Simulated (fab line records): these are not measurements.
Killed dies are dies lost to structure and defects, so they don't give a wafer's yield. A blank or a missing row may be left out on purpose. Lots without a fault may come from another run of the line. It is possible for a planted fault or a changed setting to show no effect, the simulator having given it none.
Which tool was responsible? / flow gf180mcu / 7 lots, 21 wafers sampled, at 1 step of a route of 602

WHAT EACH GAUGE READ, for each wafer
GF_V1_THK_MEAS_03.
lot=L536; measured=day 17 18:36; on=film-metro-02; V1_CVD_02_THK (nm)=838 852 867
lot=L538; measured=day 18 13:25; on=film-metro-03; V1_CVD_02_THK (nm)=842 836 849
lot=L540; measured=day 19 06:14; on=film-metro-02; V1_CVD_02_THK (nm)=828 854 842
lot=L544; measured=day 21 10:25; on=film-metro-02; V1_CVD_02_THK (nm)=840 842 876
lot=L547; measured=day 22 00:25; on=film-metro-01; V1_CVD_02_THK (nm)=839 852 869
lot=L549; measured=day 22 22:46; on=film-metro-01; V1_CVD_02_THK (nm)=845 836 860
lot=L553; measured=day 24 02:05; on=film-metro-03; V1_CVD_02_THK (nm)=868 847 862

WHICH TOOL RAN EACH LOT (tool, then ch and the chambers of the sampled wafers, then the start)
There is no process step in the record ahead of these readings.

THE ANSWER, worked out from the rows above alone
Rule: the usual values come from the lots themselves. Put in order of their means at a reading, lots are off if they are a third of the lots or fewer, leave a main group of 4 or more, and stand apart from it by a gap of 3 or more times the standard deviation of the main group's means; of several such gaps the widest counts. A main group whose means are all the same, to the digits that the tables above print for the reading, isn't used. A lot without any number at a reading at which 4 lots or more have one is off too. Any other lot the step has rows for is counted as sound.
No lot is off on any of the readings shown, so nothing can be concluded from this.

WHAT THE SIMULATOR HAD PUT IN
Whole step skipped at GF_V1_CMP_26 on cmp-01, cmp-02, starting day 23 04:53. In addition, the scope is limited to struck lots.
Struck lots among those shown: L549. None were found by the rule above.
